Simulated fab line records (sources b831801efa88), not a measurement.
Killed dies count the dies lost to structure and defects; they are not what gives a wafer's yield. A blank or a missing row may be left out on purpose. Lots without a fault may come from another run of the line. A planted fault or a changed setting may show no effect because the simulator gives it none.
The tool behind it: which one?	flow sky130	6 lots with 18 wafers sampled at 2 steps, on a route of 708 steps

WHAT THE GAUGES READ, wafer by wafer
SKY_NWELL_RS_MEAS_31: measurement is done with a four-point probe.
lot	measured	on	PWDE_RS (ohm/sq)
L206	day 6 06:29	film-metro-02	5277 5296 5291
L214	day 8 06:24	film-metro-02	5289 5293 5300
L217	day 8 12:53	film-metro-04	5299 4430 5305
L223	day 9 20:47	film-metro-03	5279 5270 5279
L226	day 10 08:07	film-metro-02	5304 5283 5290
L229	day 11 05:58	film-metro-03	5291 5297 5296

TOOL THAT RAN EACH LOT (tool first, then ch and the chambers of the sampled wafers, then the start)
lot	SKY_PWDE_IMPLANT_08
L206	implanter-01 ch 0, day 4 18:41
L214	implanter-03 ch 0, day 6 12:28
L217	implanter-01 ch 0, day 6 18:44
L223	implanter-02 ch 0, day 8 01:17
L226	implanter-03 ch 0, day 8 11:49
L229	implanter-03 ch 0, day 9 07:20
- SKY_PWDE_IMPLANT_08

THE ANSWER, worked out from the rows above alone
Rule: the usual values come from the lots themselves. Put in order of their means at a reading, lots are off if they are a third of the lots or fewer, leave a main group of 4 or more, and stand apart from it by a gap of 3 or more times the standard deviation of the main group's means; of several such gaps the widest counts. A main group whose means are all the same, to the digits that the tables above print for the reading, isn't used. A lot without any number at a reading at which 4 lots or more have one is off too. All remaining lots with rows at the step are treated as sound.
Off: L217, seen at SKY_NWELL_RS_MEAS_31 (PWDE_RS). The main group has a mean of 5289 ohm/sq with a standard deviation of 6.9.
If a tool, at a process step before that reading, ran all the lots that are off and no sound lot after the first of them, it fits. The gauges at SKY_NWELL_RS_MEAS_31 are tried like those tools. This does not decide it: 2 tools fit, namely implanter-01 at SKY_PWDE_IMPLANT_08 and film-metro-04 at SKY_NWELL_RS_MEAS_31.

WHAT THE SIMULATOR HAD PUT IN
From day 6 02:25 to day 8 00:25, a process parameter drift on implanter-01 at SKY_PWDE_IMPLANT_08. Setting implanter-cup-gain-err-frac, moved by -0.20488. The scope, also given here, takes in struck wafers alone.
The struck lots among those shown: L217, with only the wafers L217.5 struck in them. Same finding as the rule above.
